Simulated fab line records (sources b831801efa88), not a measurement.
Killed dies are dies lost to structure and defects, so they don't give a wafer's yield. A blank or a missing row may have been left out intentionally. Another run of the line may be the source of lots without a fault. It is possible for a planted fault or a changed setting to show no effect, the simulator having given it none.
fab line records	flow sfqLine
record lots=5	wafers=23
route steps=325 shown M1@62 I1@77 M2@89 I2@104 M3@119
startH: start of the lot's first displayed wafer, in hours after the record's first day	waitH: hours from the lot's prior step to this one	" identical to the entry in the row above	L1.1+2: a single row standing in for several wafers	- no value, or no start given	* or withheld: withheld	< > ~ a bound
route shown NAME@n: names a module that has steps shown in the file, with the first one's number in the route	usual: the fault-free wafers' mean and standard deviation	same: alike in all rows	chamber/n: place in a boat	sites: per-site readings	_std_site: how widely they spread, as a standard deviation	_edge_site: the outer-site mean with the inner-site mean subtracted	radiusMm: for every site, how far away it sits from the centre of the wafer	mask NAME#n: copy n	behind: the last tool/chamber to shape the wafer	hold: reason for holding the lot/hours on hold/outcome of the hold	device: transistor that didn't switch, given as n, p or np	end of line: the route-end tests of the same wafers	step lacking rows: just its recipe	killed: at the first sort, the dies lost to defects and structure; wafer yield is something else	map: a wafer's dies, x killed, . not, _ none there
set.NAME: the setting the step ran with; set.NAME@STEP: the setting that earlier step ran with	model.NAME: the simulator's own value behind a step, which no gauge read
lots whose settings were changed on purpose; a table a step, a row a wafer
## steps
# step SFQ_TRILAYER_M1_LITHO_COAT_044
# recipe resist=BARC	spinRpm=3000	resistThkNm=62
lot.wafer	tool	chamber	startH	waitH	set.resistThkNm	model.BARC_of_TRILAYER_M1_LITHO_COAT_044.thkNm
L074.1	lithoTrack-04	0	207.20	0.1	58.94	58.68
L074.2	"	0	"	"	58.94	58.88
L074.3	"	0	"	"	58.94	58.71
L074.4	"	0	"	"	62	61.72
L074.6	"	0	"	"	62	61.87
L076.1	lithoTrack-01	0	223.55	0.1	63.43	63.34
L076.2	"	0	"	"	62	61.94
L076.3	"	0	"	"	62	61.92
L076.5	"	0	"	"	63.43	63.32
L076.6	"	0	"	"	63.43	63.17
L080.1	lithoTrack-01	0	259.20	0.1	62	62.14
L080.2	"	0	"	"	63.72	63.67
L080.3	"	0	"	"	63.72	63.98
L080.4	"	0	"	"	63.72	63.97
L080.5	"	0	"	"	62	62.03
L081.1	lithoTrack-01	0	268.61	0.1	62	62.29
L081.2	"	0	"	"	62	62.48
L081.4	"	0	"	"	62	62.32
L081.5	"	0	"	"	65	65.25
L081.6	"	0	"	"	65	65.28
L082.1	lithoTrack-03	0	273.41	0.1	62	62.1
L082.2	"	0	"	"	62	62.14
L082.4	"	0	"	"	62	61.98
# step SFQ_TRILAYER_M1_LITHO_COAT_039
# recipe resist=KrF	spinRpm=3000	resistThkNm=600
# step SFQ_TRILAYER_M1_LITHO_SOFTBAKE_043
# recipe tempC=withheld	timeS=withheld	resist=KrF
# step SFQ_TRILAYER_M1_LITHO_DEVELOP_041
# recipe timeS=60	resist=KrF
# step SFQ_TRILAYER_M1_BARC_OPEN_METAL_ETCH_054
# recipe maskMaterial=PR	chemistry=O2	targetDepthNm=125	target=BARC	icpW=600	biasW=80	pressureMtorr=10	timeS=41.7
# usual oesProductAu=0.685/0.0046
lot.wafer	tool	chamber	startH	waitH	set.resistThkNm@TRILAYER_M1_LITHO_COAT_044	oesProductAu
L074.1	rieMetal-04	1	296.64	0.0	58.94	0.666
L074.2	"	0	"	"	58.94	0.672
L074.3	"	1	"	"	58.94	0.671
L074.4	"	0	"	"	62	0.685
L074.6	"	1	"	"	62	0.681
L076.1	rieMetal-03	0	314.64	0.0	63.43	0.694
L076.2	"	1	"	"	62	0.682
L076.3	"	0	"	"	62	0.687
L076.5	"	0	"	"	63.43	0.689
L076.6	"	1	"	"	63.43	0.697
L080.1	rieMetal-04	0	354.34	0.0	62	0.683
L080.2	"	1	"	"	63.72	0.692
L080.3	"	0	"	"	63.72	0.696
L080.4	"	1	"	"	63.72	0.688
L080.5	"	1	"	"	62	0.688
L081.1	rieMetal-01	1	364.42	0.0	62	0.684
L081.2	"	0	"	"	62	0.678
L081.4	"	0	"	"	62	0.688
L081.5	"	1	"	"	65	0.710
L081.6	"	0	"	"	65	0.701
L082.1	rieMetal-01	0	370.31	0.0	62	0.682
L082.2	"	1	"	"	62	0.687
L082.4	"	0	"	"	62	0.692
# step SFQ_TRILAYER_M1_ETCH_METAL_ETCH_042
# recipe target=Nb	stopOn=SiO2	maskMaterial=PR	chemistry=Cl2/Ar	targetDepthNm=240	icpW=600	biasW=80	pressureMtorr=10	timeS=120
# usual oesProductAu=0.894/0.0071
lot.wafer	tool	chamber	startH	waitH	set.icpW	set.timeS@TRILAYER_M1_DEP_SPUTTER_037	oesProductAu	model.KrF_of_TRILAYER_M1_LITHO_COAT_039.thkNm
L074.1	rieMetal-04	1	296.70	0.0	540.9	133.3	0.894	390.8
L074.2	"	0	"	"	600	113.5	0.816	-
L074.3	"	1	"	"	540.9	113.5	0.814	-
L074.4	"	0	"	"	540.9	113.5	0.816	-
L074.6	"	1	"	"	600	133.3	0.894	379.9
L076.1	rieMetal-03	1	314.70	0.0	570.4	124.6	0.852	-
L076.2	"	0	"	"	570.4	133.3	0.894	390.4
L076.3	"	1	"	"	570.4	133.3	0.883	391.4
L076.5	"	0	"	"	600	133.3	0.874	386
L076.6	"	0	"	"	600	124.6	0.853	-
L080.1	rieMetal-04	0	354.40	0.0	600	150.3	0.956	-
L080.2	"	1	"	"	580.9	133.3	0.901	385.8
L080.3	"	0	"	"	600	150.3	0.953	-
L080.4	"	1	"	"	600	133.3	0.901	381.1
L080.5	"	1	"	"	580.9	133.3	0.898	383.3
L081.1	rieMetal-01	1	364.50	0.1	643.6	133.3	0.891	378
L081.2	"	0	"	"	600	140.1	0.920	-
L081.4	"	0	"	"	600	133.3	0.893	383
L081.5	"	1	"	"	643.6	133.3	0.899	379.2
L081.6	"	0	"	"	600	140.1	0.924	-
L082.1	rieMetal-01	0	370.37	0.0	600	133.3	0.892	377.9
L082.2	"	1	"	"	600	133.3	0.897	380.1
L082.4	"	0	"	"	600	133.3	0.890	378.8
# step SFQ_TRILAYER_I1_VIA_LITHO_COAT_054
# recipe resist=BARC	spinRpm=3000	resistThkNm=62
lot.wafer	tool	chamber	startH	waitH	set.resistThkNm	model.BARC_of_TRILAYER_I1_VIA_LITHO_COAT_054.thkNm
L074.1	lithoTrack-02	0	304.99	1.0	60.98	60.72
L074.2	"	0	"	"	62	61.64
L074.3	"	0	"	"	62	61.78
L074.4	"	0	"	"	60.98	60.6
L074.6	"	0	"	"	60.98	60.84
L076.1	lithoTrack-01	0	324.29	1.0	62	61.61
L076.2	"	0	"	"	62	61.78
L076.3	"	0	"	"	60.75	60.55
L076.5	"	0	"	"	60.75	60.68
L076.6	"	0	"	"	62	61.83
L080.1	lithoTrack-02	0	372.65	1.0	62	61.69
L080.2+5	"	0	"	"	62	61.79
L080.3	"	0	"	"	62	61.77
L080.4	"	0	"	"	62	61.68
L081.1	lithoTrack-04	0	381.65	1.0	62	61.74
L081.2	"	0	"	"	63.88	63.72
L081.4	"	0	"	"	63.88	63.79
L081.5	"	0	"	"	62	61.88
L081.6	"	0	"	"	62	61.93
L082.1	lithoTrack-02	0	386.94	1.0	62	61.83
L082.2	"	0	"	"	62	61.85
L082.4	"	0	"	"	62	61.89
# step SFQ_TRILAYER_I1_VIA_BARC_OPEN_VIA_ETCH_071
# recipe maskMaterial=PR	chemistry=O2	targetDepthNm=125	target=BARC	sourceW=500	biasW=80	pressureMtorr=30	timeS=41.7
lot.wafer	tool	chamber	startH	waitH	set.timeS	model.KrF_of_TRILAYER_I1_VIA_LITHO_COAT_049.thkNm
L074.1+4	rieDiel-02	0,1	348.19	0.0	41.7	569.8
L074.2	"	3	"	"	41.7	566
L074.3	"	2	"	"	37.64	574.8
L074.6	"	2	"	"	37.64	575
L076.1	rieDiel-01	1	369.79	0.0	41.7	572.4
L076.2	"	3	"	"	47.24	566.1
L076.3	"	2	"	"	47.24	565.8
L076.5	"	1	"	"	41.7	573.7
L076.6	"	2	"	"	47.24	565.6
L080.1	rieDiel-03	2	416.24	0.0	41.7	569.1
L080.2	"	1	"	"	45.06	563.9
L080.3	"	3	"	"	41.7	569.2
L080.4	"	1	"	"	45.06	566.6
L080.5	"	3	"	"	41.7	571.6
L081.1	rieDiel-02	3	424.64	0.0	41.7	578.7
L081.2	"	0	"	"	41.7	575.6
L081.4	"	0	"	"	47.59	570.8
L081.5	"	3	"	"	47.59	569.2
L081.6	"	2	"	"	47.59	569.5
L082.1	rieDiel-02	2	429.44	0.0	41.7	570.4
L082.2	"	0	"	"	41.7	573.2
L082.4	"	0	"	"	41.7	575.3
# step SFQ_TRILAYER_I1_VIA_ETCH_VIA_ETCH_052
# recipe target=SiO2	stopOn=Nb	maskMaterial=PR	taperDeg=20	chemistry=CHF3	targetDepthNm=260	sourceW=500	biasW=81.47	pressureMtorr=30	timeS=withheld
lot.wafer	tool	chamber	startH	waitH	set.timeS@TRILAYER_I1_VIA_BARC_OPEN_VIA_ETCH_071	model.KrF_of_TRILAYER_I1_VIA_LITHO_COAT_049.thkNm
L074.1	rieDiel-02	0	348.23	0.0	*	525.1
L074.2	"	3	"	"	*	520.5
L074.3	"	2	"	"	*	530.6
L074.4	"	1	"	"	*	524.7
L074.6	"	2	"	"	*	530.9
L076.1	rieDiel-01	1	369.83	0.0	*	527.5
L076.2+6	"	3,2	"	"	*	520.4
L076.3	"	2	"	"	*	519.6
L076.5	"	1	"	"	*	528.9
L080.1	rieDiel-03	2	416.28	0.0	*	524.2
L080.2	"	1	"	"	*	518.1
L080.3	"	3	"	"	*	523.5
L080.4	"	1	"	"	*	520.8
L080.5	"	3	"	"	*	526.2
L081.1	rieDiel-02	3	424.68	0.0	*	533.9
L081.2	"	0	"	"	*	531.4
L081.4	"	0	"	"	*	526.9
L081.5	"	3	"	"	*	524.6
L081.6	"	2	"	"	*	525.2
L082.1	rieDiel-02	2	429.48	0.0	*	525.7
L082.2	"	0	"	"	*	528.8
L082.4	"	0	"	"	*	531.3
# step SFQ_TRILAYER_M2_DEP_SPUTTER_055
# recipe material=Nb	basePressurePa=1.33e-06	chamberPressurePa=0.1333	substrateTempC=20	resputterCathodeVoltageV=400	targetThkNm=200	powerW=2000	timeS=133.3
lot.wafer	tool	chamber	startH	waitH	set.powerW	model.Nb_of_TRILAYER_M2_DEP_SPUTTER_055.thkNm
L074.1	pvdSputter-03	-	349.15	0.0	1766	174.7
L074.2	"	-	"	"	2000	201.2
L074.3	"	-	"	"	1766	174.5
L074.4	"	-	"	"	2000	201.5
L074.6	"	-	"	"	2000	196.7
L076.1	pvdSputter-05	-	370.75	0.0	2000	203
L076.2	"	-	"	"	1811	182.5
L076.3	"	-	"	"	1811	182
L076.5	"	-	"	"	1811	181.7
L076.6	"	-	"	"	2000	201.7
L080.1	pvdSputter-03	-	417.20	0.0	1866	187.1
L080.2	"	-	"	"	1866	189.9
L080.3	"	-	"	"	2000	203
L080.4	"	-	"	"	2000	202.3
L080.5	"	-	"	"	1866	188.9
L081.1	pvdSputter-03	-	425.61	0.0	1877	189.3
L081.2	"	-	"	"	2000	203
L081.4	"	-	"	"	2000	204.4
L081.5	"	-	"	"	2000	201.1
L081.6	"	-	"	"	1877	191.3
L082.1+4	pvdSputter-03	-	430.41	0.0	2000	201.9
L082.2	"	-	"	"	2000	202.5
# step SFQ_M2_RS_MEAS_914
# recipe thkMeasGauge=four-point-probe	reads=Nb_of_TRILAYER_M2_DEP_SPUTTER_055
# usual M2_NB_RS=0.888/0.0098
lot.wafer	tool	chamber	startH	waitH	set.powerW@TRILAYER_M2_DEP_SPUTTER_055	M2_NB_RS[ohm/sq]
L074.1	filmMetro-03	-	349.24	0.0	1766	1.020
L074.2	"	-	"	"	2000	0.882
L074.3	"	-	"	"	1766	1.021
L074.4	"	-	"	"	2000	0.881
L074.6	"	-	"	"	2000	0.905
L076.1	filmMetro-01	-	370.84	0.0	2000	0.878
L076.2	"	-	"	"	1811	0.975
L076.3	"	-	"	"	1811	0.979
L076.5	"	-	"	"	1811	0.981
L076.6	"	-	"	"	2000	0.884
L080.1	filmMetro-01	-	417.29	0.0	1866	0.954
L080.2	"	-	"	"	1866	0.940
L080.3	"	-	"	"	2000	0.877
L080.4	"	-	"	"	2000	0.879
L080.5	"	-	"	"	1866	0.944
L081.1	filmMetro-03	-	425.70	0.0	1877	0.937
L081.2	"	-	"	"	2000	0.875
L081.4	"	-	"	"	2000	0.869
L081.5	"	-	"	"	2000	0.882
L081.6	"	-	"	"	1877	0.929
L082.1	filmMetro-04	-	430.50	0.0	2000	0.879
L082.2	"	-	"	"	2000	0.877
L082.4	"	-	"	"	2000	0.879
# step SFQ_TRILAYER_M2_LITHO_COAT_057
# recipe resist=KrF	spinRpm=3000	resistThkNm=600
lot.wafer	tool	chamber	startH	waitH	set.spinRpm	model.KrF_of_TRILAYER_M2_LITHO_COAT_057.thkNm
L074.1+3	lithoTrack-02	0	349.72	0.2	3000	-
L074.2	"	0	"	"	3000	599.9
L074.4	"	0	"	"	3000	598.8
L074.6	"	0	"	"	3000	600
L076.1	lithoTrack-04	0	371.32	0.2	3000	600
L076.2+3	"	0	"	"	2908	-
L076.5	"	0	"	"	3000	-
L076.6	"	0	"	"	3000	600.9
L080.1	lithoTrack-03	0	417.77	0.2	3000	-
L080.2+5	"	0	"	"	3141	-
L080.3	"	0	"	"	3141	586.8
L080.4	"	0	"	"	3000	598.8
L081.1+6	lithoTrack-02	0	426.18	0.2	3000	-
L081.2	"	0	"	"	3195	580.3
L081.4	"	0	"	"	3000	599
L081.5	"	0	"	"	3195	579.7
L082.1	lithoTrack-02	0	430.98	0.2	3000	599.1
L082.2	"	0	"	"	3000	599.2
L082.4	"	0	"	"	3000	598.1
# step SFQ_TRILAYER_M2_BARC_OPEN_METAL_ETCH_077
# recipe maskMaterial=PR	chemistry=O2	targetDepthNm=125	target=BARC	icpW=600	biasW=80	pressureMtorr=10	timeS=41.7
lot.wafer	tool	chamber	startH	waitH	set.biasW
L074.1+2+3	rieMetal-03	1,0,0	461.63	0.0	80
L074.4+6	"	1,0	"	"	82.62
L076.1+2	rieMetal-04	0,1	484.43	0.0	85.26
L076.3+5+6	"	0,1,0	"	"	80
L080.1+2	rieMetal-04	0,1	536.13	0.0	84.86
L080.3+4+5	"	1,0,0	"	"	80
L081.1+2+4+5+6	rieMetal-02	0,1,0,1,0	545.73	0.0	80
L082.1+2+4	rieMetal-02	0,1,1	554.68	0.0	80
# step SFQ_TRILAYER_M2_ETCH_METAL_ETCH_060
# recipe target=Nb	stopOn=SiO2	maskMaterial=PR	chemistry=Cl2/Ar	targetDepthNm=240	icpW=600	biasW=80	pressureMtorr=10	timeS=120
# usual oesProductAu=0.893/0.007
lot.wafer	tool	chamber	startH	waitH	set.powerW@TRILAYER_M2_DEP_SPUTTER_055	set.spinRpm@TRILAYER_M2_LITHO_COAT_057	oesProductAu	model.KrF_of_TRILAYER_M2_LITHO_COAT_057.thkNm
L074.1	rieMetal-03	1	461.69	0.0	1766	3000	0.832	-
L074.2	"	0	"	"	2000	3000	0.900	384.7
L074.3	"	0	"	"	1766	3000	0.823	-
L074.4	"	1	"	"	2000	3000	0.901	385.3
L074.6	"	0	"	"	2000	3000	0.880	382.5
L076.1	rieMetal-04	0	484.49	0.0	2000	3000	0.898	380.5
L076.2	"	1	"	"	1811	2908	0.852	-
L076.3	"	0	"	"	1811	2908	0.850	-
L076.5	"	1	"	"	1811	3000	0.848	-
L076.6	"	0	"	"	2000	3000	0.893	382.4
L080.1	rieMetal-04	0	536.19	0.0	1866	3000	0.864	-
L080.2	"	1	"	"	1866	3141	0.867	-
L080.3	"	1	"	"	2000	3141	0.904	363.5
L080.4	"	0	"	"	2000	3000	0.903	376.9
L080.5	"	0	"	"	1866	3141	0.865	-
L081.1	rieMetal-02	0	545.79	0.0	1877	3000	0.864	-
L081.2	"	1	"	"	2000	3195	0.900	365.3
L081.4	"	0	"	"	2000	3000	0.900	383.9
L081.5	"	1	"	"	2000	3195	0.899	364.7
L081.6	"	0	"	"	1877	3000	0.874	-
L082.1	rieMetal-02	0	554.74	0.0	2000	3000	0.900	382
L082.2	"	1	"	"	2000	3000	0.897	383
L082.4	"	1	"	"	2000	3000	0.900	383.1
# step SFQ_TRILAYER_I2_CMP_CMP_064
# recipe material=SiO2	downForcePsi=3	platenRpm=60	padVelocityMS=0.94248
# usual timeToEndpointS=217/7.1
lot.wafer	tool	chamber	startH	waitH	set.downForcePsi	timeToEndpointS
L074.2	cmp-02	1	471.17	8.5	3	218
L074.4	"	2	"	"	3.176	220
L074.1	"	3	"	"	3.176	204
L074.3	"	0	"	"	3.176	198
L074.6	"	1	"	"	3	216
L076.1	cmp-02	0	492.67	7.2	3.442	181
L076.2	"	1	"	"	3.442	187
L076.3	"	2	"	"	3	216
L076.5	"	3	"	"	3	222
L076.6	"	0	"	"	3.442	196
L080.1	cmp-01	3	542.09	5.0	3	223
L080.2	"	0	"	"	2.56	256
L080.3	"	1	"	"	2.56	251
L080.4	"	2	"	"	2.56	268
L080.5	"	0	544.59	7.4	3	228
L081.1	cmp-01	2	551.09	4.4	3	197
L081.4	"	3	"	"	3	210
L081.2	"	1	552.59	5.9	3	200
L081.5	"	2	"	"	3	209
L081.6	"	3	"	"	3	215
L082.1	cmp-02	0	561.17	5.5	3	209
L082.4	"	1	"	"	3	217
L082.2	"	2	"	"	3	215
# step SFQ_TRILAYER_M3_DEP_SPUTTER_073
# recipe material=Nb	basePressurePa=1.33e-06	chamberPressurePa=0.1333	substrateTempC=20	resputterCathodeVoltageV=400	targetThkNm=200	powerW=2000	timeS=133.3
lot.wafer	tool	chamber	startH	waitH	set.timeS	model.Nb_of_TRILAYER_M3_DEP_SPUTTER_073.thkNm
L074.1	pvdSputter-06	-	513.00	0.0	133.3	199.4
L074.2	"	-	"	"	133.3	200.5
L074.3	"	-	"	"	113.3	171
L074.4	"	-	"	"	113.3	171.1
L074.6	"	-	"	"	133.3	199.7
L076.1	pvdSputter-05	-	532.20	0.0	133.3	199.6
L076.2	"	-	"	"	133.3	199.5
L076.3	"	-	"	"	133.3	201.7
L076.5	"	-	"	"	133.3	201.2
L076.6	"	-	"	"	133.3	202.6
L080.1	pvdSputter-05	-	575.47	0.0	125.5	188.5
L080.2+3	"	-	"	"	125.5	186.7
L080.4	"	-	"	"	133.3	197.9
L080.5	"	-	"	"	133.3	197.1
L081.1	pvdSputter-05	-	580.95	0.0	133.3	202.9
L081.2+5	"	-	"	"	133.3	200.8
L081.4	"	-	"	"	133.3	200.5
L081.6	"	-	"	"	133.3	199.4
L082.1	pvdSputter-05	-	590.66	0.0	133.3	198.8
L082.2	"	-	"	"	133.3	197
L082.4	"	-	"	"	133.3	198.1
# step SFQ_M3_RS_MEAS_919
# recipe thkMeasGauge=four-point-probe	reads=Nb_of_TRILAYER_M3_DEP_SPUTTER_073
# usual M3_NB_RS=0.889/0.01
lot.wafer	tool	chamber	startH	waitH	set.timeS@TRILAYER_M3_DEP_SPUTTER_073	M3_NB_RS[ohm/sq]
L074.1	filmMetro-03	-	513.09	0.0	133.3	0.891
L074.2	"	-	"	"	133.3	0.884
L074.3	"	-	"	"	113.3	1.041
L074.4	"	-	"	"	113.3	1.041
L074.6	"	-	"	"	133.3	0.891
L076.1	filmMetro-03	-	532.29	0.0	133.3	0.892
L076.2	"	-	"	"	133.3	0.891
L076.3	"	-	"	"	133.3	0.880
L076.5	"	-	"	"	133.3	0.883
L076.6	"	-	"	"	133.3	0.877
L080.1	filmMetro-03	-	575.56	0.0	125.5	0.943
L080.2	"	-	"	"	125.5	0.952
L080.3	"	-	"	"	125.5	0.949
L080.4	"	-	"	"	133.3	0.898
L080.5	"	-	"	"	133.3	0.902
L081.1	filmMetro-02	-	581.04	0.0	133.3	0.877
L081.2	"	-	"	"	133.3	0.887
L081.4	"	-	"	"	133.3	0.890
L081.5	"	-	"	"	133.3	0.888
L081.6	"	-	"	"	133.3	0.893
L082.1	filmMetro-02	-	590.75	0.0	133.3	0.897
L082.2	"	-	"	"	133.3	0.906
L082.4	"	-	"	"	133.3	0.899
# step SFQ_TRILAYER_M3_LITHO_EXPOSE_076
# recipe maskId=M3	na=0.6	sourceShape=conventional	sigmaOuter=0.65	targetCdNm=500	doseMj=14.4
lot.wafer	tool	chamber	startH	waitH	mask	set.doseMj
L074.1+6	krfScanner-02	0	544.10	-	M3#0	13.51
L074.2+3+4	"	0	"	"	M3#0	14.4
L076.1+3+5	krfScanner-02	0	559.70	-	M3#0	14.4
L076.2+6	"	0	"	"	M3#0	13.74
L080.1+2+3+4+5	krfScanner-02	0	594.15	-	M3#0	14.4
L081.1+2+4+5+6	krfScanner-02	0	-	-	M3#0	14.4
L082.1+2+4	krfScanner-02	0	-	-	M3#0	14.4
## key
split step=SFQ_TRILAYER_M1_LITHO_COAT_044	setting=resistThkNm	stated=62	by=wafer
response step=SFQ_TRILAYER_M1_LITHO_COAT_044	reading=model.BARC_of_TRILAYER_M1_LITHO_COAT_044.thkNm	change=+0.611	per=1%	r=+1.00
response step=SFQ_TRILAYER_M1_BARC_OPEN_METAL_ETCH_054	reading=oesProductAu	change=+0.00345	per=1%	r=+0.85
split step=SFQ_TRILAYER_M1_ETCH_METAL_ETCH_042	setting=icpW	stated=600	by=wafer
response step=SFQ_TRILAYER_M1_ETCH_METAL_ETCH_042	reading=model.KrF_of_TRILAYER_M1_LITHO_COAT_039.thkNm	change=-0.924	per=1%	r=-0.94
split step=SFQ_TRILAYER_I1_VIA_LITHO_COAT_054	setting=resistThkNm	stated=62	by=wafer
response step=SFQ_TRILAYER_I1_VIA_LITHO_COAT_054	reading=model.BARC_of_TRILAYER_I1_VIA_LITHO_COAT_054.thkNm	change=+0.607	per=1%	r=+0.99
split step=SFQ_TRILAYER_I1_VIA_BARC_OPEN_VIA_ETCH_071	setting=timeS	stated=41.7	by=wafer
response step=SFQ_TRILAYER_I1_VIA_BARC_OPEN_VIA_ETCH_071	reading=model.KrF_of_TRILAYER_I1_VIA_LITHO_COAT_049.thkNm	change=-0.558	per=1%	r=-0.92
response step=SFQ_TRILAYER_I1_VIA_ETCH_VIA_ETCH_052	reading=model.KrF_of_TRILAYER_I1_VIA_LITHO_COAT_049.thkNm	change=-0.598	per=1%	r=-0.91
split step=SFQ_TRILAYER_M2_DEP_SPUTTER_055	setting=powerW	stated=2000	by=wafer
response step=SFQ_TRILAYER_M2_DEP_SPUTTER_055	reading=model.Nb_of_TRILAYER_M2_DEP_SPUTTER_055.thkNm	change=+2.13	per=1%	r=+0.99
response step=SFQ_M2_RS_MEAS_914	reading=M2_NB_RS	change=-0.0106	per=1%	r=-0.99
response step=SFQ_TRILAYER_M2_ETCH_METAL_ETCH_060	reading=oesProductAu	change=+0.00536	per=1%	r=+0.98
split step=SFQ_TRILAYER_M2_LITHO_COAT_057	setting=spinRpm	stated=3000	by=wafer
response step=SFQ_TRILAYER_M2_LITHO_COAT_057	reading=model.KrF_of_TRILAYER_M2_LITHO_COAT_057.thkNm	change=-2.81	per=1%	r=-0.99
response step=SFQ_TRILAYER_M2_ETCH_METAL_ETCH_060	reading=model.KrF_of_TRILAYER_M2_LITHO_COAT_057.thkNm	change=-2.89	per=1%	r=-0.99
split step=SFQ_TRILAYER_M2_BARC_OPEN_METAL_ETCH_077	setting=biasW	stated=80	by=wafer
response none clear
split step=SFQ_TRILAYER_I2_CMP_CMP_064	setting=downForcePsi	stated=3	by=wafer
response step=SFQ_TRILAYER_I2_CMP_CMP_064	reading=timeToEndpointS	change=*	per=1%	r=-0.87
split step=SFQ_TRILAYER_M3_DEP_SPUTTER_073	setting=timeS	stated=133.3	by=wafer
response step=SFQ_TRILAYER_M3_DEP_SPUTTER_073	reading=model.Nb_of_TRILAYER_M3_DEP_SPUTTER_073.thkNm	change=+1.9	per=1%	r=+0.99
response step=SFQ_M3_RS_MEAS_919	reading=M3_NB_RS	change=-0.00991	per=1%	r=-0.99
split step=SFQ_TRILAYER_M3_LITHO_EXPOSE_076	setting=doseMj	stated=14.4	by=wafer
response none in this file
split outsideThisFile step=SFQ_TRILAYER_M1_DEP_SPUTTER_037 setting=timeS
# split outsideThisFile: this setting was split too, and the file shows its column; the key of that split is in another file
